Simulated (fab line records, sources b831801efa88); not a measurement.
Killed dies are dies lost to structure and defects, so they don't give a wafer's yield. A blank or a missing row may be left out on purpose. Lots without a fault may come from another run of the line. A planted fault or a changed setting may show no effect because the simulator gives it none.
Problem report in the 8D (eight disciplines) form, filled by code | flow sky130 | the parts of the form that need people (team, actions taken, sign-off) are left out

1. THE PROBLEM
pressure_mtorr at SKY_SONOS_ONO_CVD_04 reads a mean of 479.6 mTorr on 3 wafers of 1 lot; wafers without a fault read 400.1 mTorr with a standard deviation of 0.77. That is +99 or more standard deviations from the usual mean.
The step: deposits SiO2 from SiH4/N2O, target thk 5.7199 nm.
First seen on wafer L128.1, day 15 05:16, on lpcvd-03. The record holds 33 wafers of 11 lots with a number at this step. Rule for "out", or "out of limits": more than 4 standard deviations from the usual mean. The other wafers with a number count as sound.

2. WHAT IT IS AND WHAT IT IS NOT
question                    | is                     | is not
which readings at this step | pressure_mtorr         | susceptor_temp_C
which lots                  | L128                   | L117, L118, L119, L123, L124, L125, L131, L132, L139, L140
which wafers of those lots  | all that have a number | -
read on which tools         | lpcvd-03               | -
when                        | from day 15 05:16      | up to then (18 sound wafers); but 12 sound wafers of L131, L132, L139, L140 came after

3. SUSPECTS, AND WHAT RULES EACH OUT
Counting: a tool at a process step up to the reading stays a suspect if it ran every lot that is out and no sound lot after the first of them.
- lpcvd-03 at SKY_SONOS_ONO_CVD_04 (deposits SiO2 from SiH4/N2O, target thk 5.7199 nm): ruled out as a lasting fault. Sound lots L131, L132, L139, L140 ran on it after its first lot that is out, L128 (day 15 05:16).
Left after counting: nothing in the record.

4. THE CAUSE (what the simulator had put in)
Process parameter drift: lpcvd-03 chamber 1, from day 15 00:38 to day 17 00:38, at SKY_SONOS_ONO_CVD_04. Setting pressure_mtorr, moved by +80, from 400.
Counting ruled it out, wrongly.

5. THE CHAIN OF EFFECTS, in route order
Each row: a reading whose mean over the struck wafers that have a number lies more than 3 standard deviations from the usual. Only readings for which the record gives a usual standard deviation are gone through. hours: the time from each lot's start at the first step in this table that gives one to its start at this step, as a median over the lots. sigmas: the change in usual standard deviations.
hours | step                      | reading              | usual       | on struck wafers | change | sigmas
0     | SKY_SONOS_ONO_CVD_04      | pressure_mtorr       | 400.1 mTorr | 479.6            | +79.5  | +99 or more
1     | SKY_SONOS_ONO_THK_MEAS_05 | SONOS_ONO_CVD_04_THK | 5.75 nm     | 6.08             | +0.33  | +3.4
The process steps in it:
- SKY_SONOS_ONO_CVD_04: deposits SiO2 from SiH4/N2O, target thk 5.7199 nm.
Later measuring or inspecting steps at which every struck wafer that the step has a row for has a number for every such reading, and none has moved that far: SKY_RES_PROTECT_TW_MEAS_08.

6. WHAT WOULD HAVE CAUGHT IT SOONER
In this record the first reading out of limits was taken at day 15 05:16, 5 hours after the fault began at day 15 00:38.
